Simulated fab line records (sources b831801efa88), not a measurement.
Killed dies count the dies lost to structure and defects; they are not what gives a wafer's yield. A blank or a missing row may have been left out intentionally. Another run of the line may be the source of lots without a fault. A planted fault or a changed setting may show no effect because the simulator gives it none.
The tool behind it: which one? || flow gf180mcu || 13 lots with 38 wafers sampled at 3 steps, on a route of 602 steps

== WHAT THE GAUGES READ, wafer by wafer ==
GF_V2_CD_MEAS_14: target cd 260 nm.
{"lot": "L892", "measured": "day 20 05:53", "on": "cd sem-01", "cd nm (nm)": "262.1 261.7 261.8"}
{"lot": "L893", "measured": "day 20 13:20", "on": "cd sem-01", "cd nm (nm)": "260.2 260.1 259.7"}
{"lot": "L894", "measured": "day 21 05:10", "on": "cd sem-01", "cd nm (nm)": "261.1 260.9 259.7"}
{"lot": "L895", "measured": "day 21 06:41", "on": "cd sem-01", "cd nm (nm)": "259.1 259.5 259.2"}
{"lot": "L901", "measured": "day 23 17:57", "on": "cd sem-02", "cd nm (nm)": "259.9 261.0 260.4"}
{"lot": "L902", "measured": "day 24 00:11", "on": "cd sem-02", "cd nm (nm)": "260.2 261.1"}
{"lot": "L905", "measured": "day 24 22:22", "on": "cd sem-01", "cd nm (nm)": "261.0 261.4 261.5"}
{"lot": "L908", "measured": "day 25 21:46", "on": "cd sem-02", "cd nm (nm)": "260.5 259.5 260.1"}
{"lot": "L911", "measured": "day 26 17:57", "on": "cd sem-02", "cd nm (nm)": "259.0 258.8 260.2"}
{"lot": "L912", "measured": "day 26 21:00", "on": "cd sem-01", "cd nm (nm)": "258.5 258.2 259.1"}
{"lot": "L913", "measured": "day 27 12:38", "on": "cd sem-01", "cd nm (nm)": "259.6 259.4 259.2"}
{"lot": "L914", "measured": "day 27 13:37", "on": "cd sem-02", "cd nm (nm)": "260.5 260.8 260.0"}
{"lot": "L915", "measured": "day 28 11:09", "on": "cd sem-02", "cd nm (nm)": "261.5 262.1 261.0"}

GF_V2_RS_MEAS_24: a four-point-probe measurement.
{"lot": "L892", "measured": "day 20 06:57", "on": "film metro-03", "V2_W_RS (ohm/sq)": "0.3267 0.3286 0.3276"}
{"lot": "L893", "measured": "day 20 14:23", "on": "film metro-03", "V2_W_RS (ohm/sq)": "0.3315 0.3305 0.3258"}
{"lot": "L894", "measured": "day 21 06:11", "on": "film metro-03", "V2_W_RS (ohm/sq)": "0.3314 0.3221 0.3270"}
{"lot": "L895", "measured": "day 21 07:44", "on": "film metro-01", "V2_W_RS (ohm/sq)": "0.3282 0.3311 0.3309"}
{"lot": "L901", "measured": "day 23 18:59", "on": "film metro-03", "V2_W_RS (ohm/sq)": "0.3260 0.3288 0.3306"}
{"lot": "L902", "measured": "day 24 01:13", "on": "film metro-01", "V2_W_RS (ohm/sq)": "0.3289 0.3338"}
{"lot": "L905", "measured": "day 24 23:25", "on": "film metro-02", "V2_W_RS (ohm/sq)": "0.3331 0.3303 0.3292"}
{"lot": "L908", "measured": "day 25 22:52", "on": "film metro-01", "V2_W_RS (ohm/sq)": "0.3303 0.3249 0.3254"}
{"lot": "L911", "measured": "day 26 19:04", "on": "film metro-02", "V2_W_RS (ohm/sq)": "0.3276 0.3298 0.3287"}
{"lot": "L912", "measured": "day 26 22:02", "on": "film metro-01", "V2_W_RS (ohm/sq)": "0.3291 0.3279 0.3299"}
{"lot": "L913", "measured": "day 27 13:40", "on": "film metro-02", "V2_W_RS (ohm/sq)": "0.3282 0.3289 0.3316"}
{"lot": "L914", "measured": "day 27 14:40", "on": "film metro-01", "V2_W_RS (ohm/sq)": "0.3316 0.3246 0.3304"}
{"lot": "L915", "measured": "day 28 12:13", "on": "film metro-01", "V2_W_RS (ohm/sq)": "0.3310 0.3311 0.3318"}

GF_V2_THK_MEAS_25: measures by xrf.
{"lot": "L892", "measured": "day 20 07:04", "on": "film metro-03", "V2_W_THK (nm)": "343 342 344"}
{"lot": "L893", "measured": "day 20 14:29", "on": "film metro-03", "V2_W_THK (nm)": "341 341 347"}
{"lot": "L894", "measured": "day 21 06:19", "on": "film metro-03", "V2_W_THK (nm)": "342 351 344"}
{"lot": "L895", "measured": "day 21 07:50", "on": "film metro-01", "V2_W_THK (nm)": "348 347 345"}
{"lot": "L901", "measured": "day 23 19:05", "on": "film metro-03", "V2_W_THK (nm)": "342 339 337"}
{"lot": "L902", "measured": "day 24 01:19", "on": "film metro-01", "V2_W_THK (nm)": "349 346"}
{"lot": "L905", "measured": "day 24 23:32", "on": "film metro-02", "V2_W_THK (nm)": "342 342 344"}
{"lot": "L908", "measured": "day 25 22:59", "on": "film metro-01", "V2_W_THK (nm)": "350 355 353"}
{"lot": "L911", "measured": "day 26 19:11", "on": "film metro-02", "V2_W_THK (nm)": "342 339 341"}
{"lot": "L912", "measured": "day 26 22:10", "on": "film metro-01", "V2_W_THK (nm)": "345 346 343"}
{"lot": "L913", "measured": "day 27 13:47", "on": "film metro-02", "V2_W_THK (nm)": "344 341 339"}
{"lot": "L914", "measured": "day 27 14:46", "on": "film metro-01", "V2_W_THK (nm)": "342 348 342"}
{"lot": "L915", "measured": "day 28 12:20", "on": "film metro-01", "V2_W_THK (nm)": "345 345 345"}

== WHICH TOOL RAN EACH LOT (tool, then ch and the chambers of the sampled wafers, then the start) ==
Record: no process step prior to these readings.

== WHAT THE TOOLS THEMSELVES READ (means of the sampled wafers that have a number; where no wafer has one, the mark that the record gives instead) ==
The record holds no such reading with a usual standard deviation.

== THE ANSWER, worked out from the rows above alone ==
Rule: the usual values come from the lots themselves. Put in order of their means at a reading, lots are off if they are a third of the lots or fewer, leave a main group of 4 or more, and stand apart from it by a gap of 3 or more times the standard deviation of the main group's means; of several such gaps the widest counts. Not used: any main group whose means are identical at the precision the tables above print for the reading. Also off: a lot with no number at a reading for which 4 or more lots have one. All remaining lots with rows at the step are treated as sound. The gauges are gone through in route order, then the tools' own readings, and for those a lot's mean is taken as printed above. At the first step where some lot is off, the reading lying furthest off is the one used; lots without a number count as furthest.
Across all readings shown, no lot is off: no conclusion can be drawn from this.

== WHAT HAD BEEN PUT IN BY THE SIMULATOR ==
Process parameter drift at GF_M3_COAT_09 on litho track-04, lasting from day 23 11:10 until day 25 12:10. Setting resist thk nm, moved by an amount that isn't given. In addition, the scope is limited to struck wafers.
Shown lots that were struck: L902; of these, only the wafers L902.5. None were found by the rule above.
